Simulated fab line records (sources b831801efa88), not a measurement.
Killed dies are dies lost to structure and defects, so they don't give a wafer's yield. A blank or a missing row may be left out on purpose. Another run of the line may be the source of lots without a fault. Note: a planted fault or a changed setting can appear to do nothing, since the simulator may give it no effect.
Which tool did it?	flow gf180mcu	Sampling: 15 lots, 45 wafers, 3 of 602 route steps

## WHAT THE GAUGES SHOWED, per wafer
GF_NWELL_TW_MEAS_11. Usual: for NWELL_TW the level is 1578 and the standard deviation is 13.
lot	measured	on	NWELL_TW	flag
L769	day 3 07:43	film-metro-04	1586 1594 1588	
L770	day 3 13:14	film-metro-02	1575 1585 1580	
L771	day 3 17:55	film-metro-02	1580 1573 1582	
L773	day 4 05:17	film-metro-04	1588 1576 1589	
L774	day 4 10:55	film-metro-01	1559 1552 1551	
L775	day 4 15:32	film-metro-02	1600 1583 1581	
L776	day 4 23:10	film-metro-04	1584 1588 1579	
L778	day 5 08:32	film-metro-02	1574 1577 1586	
L779	day 5 14:19	film-metro-01	1562 1564 1566	
L781	day 6 01:55	film-metro-01	1571 1574 1567	
L782	day 6 07:02	film-metro-01	1562 1565 1568	
L784	day 6 17:53	film-metro-02	1576 1579 1580	
L787	day 7 10:25	film-metro-01	1554 1553 1557	
L788	day 7 15:43	film-metro-04	1596 1587 1585	
L789	day 7 22:25	film-metro-04	1590 1591 1586	

GF_MVPSD_OVL_MEAS_07. Usual: for MVPSD_OVL the level is -0.6 nm and the standard deviation is 1.4.
lot	measured	on	MVPSD_OVL (nm)	flag
L769	day 5 00:22	overlay-02	-0.6 -1.3 0.2	
L770	day 5 06:38	overlay-01	-0.6 -0.4 0.1	
L771	day 5 11:19	overlay-02	-0.2 -1.5 -1.8	
L773	day 6 00:47	overlay-01	-0.4 -1.1 -0.6	
L774	day 6 06:50	overlay-01	1.1 0.2 0.7	
L775	day 6 11:18	overlay-01	0.7 -0.1 0.3	
L776	day 6 19:14	overlay-02	-3.0 -0.7 -2.3	
L778	day 7 06:44	overlay-01	0.1 -0.6 0.2	
L779	day 7 12:38	overlay-02	-3.5 -2.3 -1.8	
L781	day 8 00:23	overlay-02	0.3 0.0 -2.1	
L782	day 8 05:44	overlay-02	-2.3 -2.9 -2.4	
L784	day 8 17:20	overlay-01	-0.7 -1.1 1.6	
L787	day 9 10:43	overlay-01	-2.8 -3.5 -2.8	
L788	day 9 19:14	overlay-01	2.3 1.5 2.2	
L789	day 10 02:19	overlay-02	0.6 -0.1 0.2	

GF_VT_IMPLANT_OVL_MEAS_18. Usual: for VT_IMPLANT_01_OVL the level is -0.5 nm and the standard deviation is 1.5.
lot	measured	on	VT_IMPLANT_01_OVL (nm)	flag
L769	day 6 06:50	overlay-02	0.1 1.3 0.9	
L770	day 6 12:05	overlay-01	-0.1 -0.4 -1.1	
L771	day 6 17:44	overlay-02	-3.6 -4.2 -4.0	
L773	day 7 07:56	overlay-02	-0.1 2.2 2.1	
L774	day 7 13:37	overlay-02	-0.1 -1.7 -2.0	
L775	day 7 17:39	overlay-02	-1.8 -1.1 -0.8	
L776	day 8 03:20	overlay-01	-0.2 -1.9 -1.2	
L778	day 8 16:23	overlay-01	-0.2 -0.7 -2.3	
L779	day 8 21:32	overlay-02	-1.1 -0.7 -0.6	
L781	day 9 09:23	overlay-02	-3.3 -3.8 -2.9	
L782	day 9 15:38	overlay-02	-1.7 -1.0 -1.3	
L784	day 10 03:53	overlay-01	-0.7 -1.4 -0.9	
L787	day 10 22:44	overlay-02	-1.3 -0.8 -1.4	
L788	day 11 08:02	overlay-01	0.1 0.9 1.2	
L789	day 11 15:19	overlay-01	1.0 -1.0 1.2	

## WHICH TOOL RAN EACH LOT (tool, then ch and the chambers of the sampled wafers, then the start)
No process step before these readings appears in the record.

## WHAT THE TOOLS THEMSELVES READ (means of the sampled wafers that have a number; where no wafer has one, the mark that the record gives instead)
The record holds no such reading with a usual standard deviation.

## THE ANSWER, worked out from the rows above alone
Rule: a lot counts as off when the mean over its wafers that have a number is more than 3 standard deviations away from the usual mean. Also off: a lot with no number at a reading for which 4 or more lots have one. Any other lot the step has rows for is counted as sound. Order of review: gauges by route order, followed by the tools' own readings, for which a lot's mean as printed above is used. The first step at which some lot is off is used, and at that step the reading that is off furthest; a lot without a number counts as furthest.
No lot is off on any of the readings shown, so nothing can be concluded from this.

## WHAT THE SIMULATOR HAD INSERTED
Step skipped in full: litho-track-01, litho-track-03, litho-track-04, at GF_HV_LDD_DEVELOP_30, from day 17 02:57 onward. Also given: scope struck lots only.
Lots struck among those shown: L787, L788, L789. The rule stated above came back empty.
